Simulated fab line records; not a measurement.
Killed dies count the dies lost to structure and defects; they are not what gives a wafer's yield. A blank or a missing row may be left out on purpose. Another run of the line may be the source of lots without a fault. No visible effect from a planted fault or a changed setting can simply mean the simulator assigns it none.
Which tool is to blame? -- flow gf180mcu -- route of 602 steps, sampled at 1 step: 7 lots, 21 wafers

## WHAT THE GAUGES SHOWED, per wafer
GF_STI_THK_MEAS_22.
lot,measured,on,STI_OXIDATION_01_THK (nm)
L124,day 2 14:49,film_metro-03,15.23 15.35 15.60
L126,day 3 00:10,film_metro-01,15.20 15.02 14.94
L128,day 3 10:25,film_metro-01,14.86 14.96 15.08
L132,day 4 07:09,film_metro-04,15.33 15.05 15.45
L134,day 4 19:58,film_metro-03,15.05 15.15 15.28
L142,day 6 09:58,film_metro-04,14.81 14.50 14.82
L145,day 7 01:28,film_metro-04,14.75 14.58 14.71

## WHICH TOOL RAN EACH LOT (tool, then ch and the chambers of the sampled wafers, then the start)
The record shows no process step preceding these readings.

## THE ANSWER, worked out from the rows above alone
Rule: the usual values come from the lots themselves. The widest of any qualifying gaps counts: lots, ordered by their means at a reading, are off when they make up no more than a third of the lots, leave a main group of 4 or more, and stand apart from it by 3 or more times the standard deviation of that group's means. A main group is skipped when, at the precision printed for the reading in the tables above, its means are all equal. A lot without any number at a reading at which 4 lots or more have one is off too. Any other lot the step has rows for is counted as sound.
Nothing can be told from this: no lot is off at any reading shown.

## WHAT HAD BEEN PUT IN BY THE SIMULATOR
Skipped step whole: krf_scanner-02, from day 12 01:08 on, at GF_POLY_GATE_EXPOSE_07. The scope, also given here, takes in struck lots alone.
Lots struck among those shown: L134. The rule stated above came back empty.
